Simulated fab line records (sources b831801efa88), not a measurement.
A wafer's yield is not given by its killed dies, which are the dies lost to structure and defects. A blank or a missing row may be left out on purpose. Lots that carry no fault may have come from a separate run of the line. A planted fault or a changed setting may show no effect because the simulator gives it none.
A struck lot beside a sound one / flow gf180mcu / 46 out of 602 route steps
Sound: wafers L806.3, L806.4, L806.6. The struck wafers were L821.2, L821.3, L821.6. The cause is named last.
For every step that has rows: the tool of each side, followed by ch and its chambers, followed by its first start. Under that, the readings that differ: sound wafers / struck wafers / difference of the means / sigmas: that difference in standard deviations of wafers without a fault.
alike: readings whose means differ by less than 2 such deviations, and words and numbers that are the same on both sides. not compared: withheld readings, readings that some wafer has no value for, bounds like >300 that may hide the same value, and numbers for which the record gives no deviation and whose values overlap.
The two part at a step that has a row with sigmas, a row that says differs or no value, or rows on one side only. Non-overlapping numbers with no deviation appear without sigmas and do not part them. Lack of a reading on every wafer of one side parts them only where that side has two or more wafers.

first, 5 steps without rows for these wafers: GF_LVPWELL_COAT_02 (resist thk 3000 nm); GF_LVPWELL_SOFTBAKE_03; GF_LVPWELL_EXPOSE_04 (exposes mask LVPWELL, target cd 600 nm); GF_LVPWELL_PEB_05; GF_LVPWELL_DEVELOP_06 (develop time 60 s).
GF_LVPWELL_OVL_MEAS_07:
  sound on overlay-01, day 3 19:27; struck on overlay-02, day 7 08:48
  alike: LVPWELL_OVL
then, 2 steps without rows for these wafers: GF_LVPWELL_IMPLANT_08; GF_LVPWELL_IMPLANT_09.
GF_LVPWELL_STRIP_10: strips in O2/N2.
  sound on plasma-asher-02 ch 0,1, day 3 19:49; struck on plasma-asher-01 ch 0, day 7 09:08
  alike: drypump-motor-current-A, heater-power-w, oes-product-au, strip-time-to-endpoint-s
  not compared: rf-hours-counter-h
GF_LVPWELL_TW_MEAS_11:
  sound on film-metro-01, day 3 19:53; struck on film-metro-03, day 7 09:14
  alike: LVPWELL_TW
then, 2 steps without rows for these wafers: GF_MVSD_DEHYDRATE_00 (time 60 s); GF_MVSD_HMDS_01 (prime time 60 s).
GF_MVSD_COAT_02: resist thk 3000 nm.
  struck on litho-track-01, day 7 16:58; sound on litho-track-01 ch 0, day 4 03:02
  no value came back on the struck wafers for chill-plate-temp-C (C), dispense-pressure-kPa (kPa); on the sound wafers chill-plate-temp-C (C) reads 22.96 22.92 22.93
then, 4 steps without rows for these wafers: GF_MVSD_SOFTBAKE_03; GF_MVSD_EXPOSE_04 (exposes mask MVSD, target cd 1000 nm); GF_MVSD_PEB_05; GF_MVSD_DEVELOP_06 (develop time 60 s).
GF_MVSD_OVL_MEAS_07:
  sound on overlay-01, day 4 09:54; struck on overlay-02, day 8 01:32
reading=MVSD_OVL (nm); sound=1.7 -0.5 -0.6; struck=- - -; difference=no value on the struck wafers; sigmas=
then, 2 steps without rows for these wafers: GF_MVSD_IMPLANT_08; GF_MVSD_IMPLANT_09.
GF_MVSD_STRIP_10: strips in O2/N2.
  sound on plasma-asher-04 ch 0,1, day 4 10:16; struck on plasma-asher-03 ch 0,1, day 8 01:52
  no value came back on the struck wafers for oes-product-au (a.u.), strip-time-to-endpoint-s (s); on the sound wafers oes-product-au (a.u.) reads 0.724 0.711 0.725
  alike: drypump-motor-current-A, heater-power-w
  not compared: rf-hours-counter-h
GF_MVSD_TW_MEAS_11:
  sound on film-metro-03, day 4 10:20; struck on film-metro-01, day 8 01:59
  alike: MVSD_TW
then, 7 steps without rows for these wafers: GF_MVPSD_DEHYDRATE_00 (time 60 s); GF_MVPSD_HMDS_01 (prime time 60 s); GF_MVPSD_COAT_02 (resist thk 3000 nm); GF_MVPSD_SOFTBAKE_03; GF_MVPSD_EXPOSE_04 (exposes mask MVPSD, target cd 1000 nm); GF_MVPSD_PEB_05; GF_MVPSD_DEVELOP_06 (develop time 60 s).
GF_MVPSD_OVL_MEAS_07:
  sound on overlay-01, day 5 00:19; struck on overlay-01, day 8 18:09
  alike: MVPSD_OVL
then, 2 steps without rows for these wafers: GF_MVPSD_IMPLANT_08; GF_MVPSD_IMPLANT_09.
GF_MVPSD_STRIP_10: strips in O2/N2.
  sound on plasma-asher-02 ch 0,1, day 5 00:40; struck on plasma-asher-01 ch 0,1, day 8 18:29
  alike: drypump-motor-current-A, heater-power-w, oes-product-au, strip-time-to-endpoint-s
  not compared: rf-hours-counter-h
GF_MVPSD_TW_MEAS_11:
  sound on film-metro-03, day 5 00:45; struck on film-metro-02, day 8 18:35
reading=MVPSD_TW; sound=548 545 543; struck=1567 1562 1569; difference=+1021; sigmas=+99 or more
then, 7 steps without rows for these wafers: GF_VT_IMPLANT_DEHYDRATE_00 (time 60 s); GF_VT_IMPLANT_HMDS_01 (prime time 60 s); GF_VT_IMPLANT_COAT_02 (resist thk 1000 nm); GF_VT_IMPLANT_SOFTBAKE_03 (time 60 s); GF_VT_IMPLANT_EXPOSE_04 (exposes mask LVPWELL LV AREA, target cd 600 nm); GF_VT_IMPLANT_PEB_05; GF_VT_IMPLANT_DEVELOP_06 (develop time 60 s).
GF_VT_IMPLANT_OVL_MEAS_07:
  sound on overlay-01, day 5 15:12; struck on overlay-02, day 9 12:06
  alike: VT_IMPLANT_OVL
GF_VT_IMPLANT_TW_MEAS_10:
  sound on film-metro-04, day 5 15:29; struck on film-metro-04, day 9 12:23
reading=VT_IMPLANT_TW; sound=553 557 558; struck=1585 1585 1577; difference=+1026; sigmas=+99 or more
GF_VT_IMPLANT_TW_MEAS_21:
  sound on film-metro-04, day 6 05:45; struck on film-metro-01, day 10 05:35
reading=VT_IMPLANT_2_TW; sound=1202 1203 1194; struck=1802 1788 1796; difference=+596; sigmas=+50
GF_VT_IMPLANT_TW_MEAS_32:
  sound on film-metro-03, day 6 20:51; struck on film-metro-03, day 11 00:26
reading=VT_IMPLANT_3_TW; sound=262.5 263.9 263.7; struck=1560.7 1557.2 1549.3; difference=+1292.4; sigmas=+99 or more
GF_VT_IMPLANT_TW_MEAS_43:
  sound on film-metro-03, day 7 11:48; struck on film-metro-01, day 11 19:23
reading=VT_IMPLANT_4_TW; sound=673 677 679; struck=1630 1621 1626; difference=+949; sigmas=+99 or more

== WHERE THEY PART ==
Earliest at GF_MVSD_COAT_02; latest, in this record, at GF_VT_IMPLANT_TW_MEAS_43.

WHY: the cause the simulator had injected
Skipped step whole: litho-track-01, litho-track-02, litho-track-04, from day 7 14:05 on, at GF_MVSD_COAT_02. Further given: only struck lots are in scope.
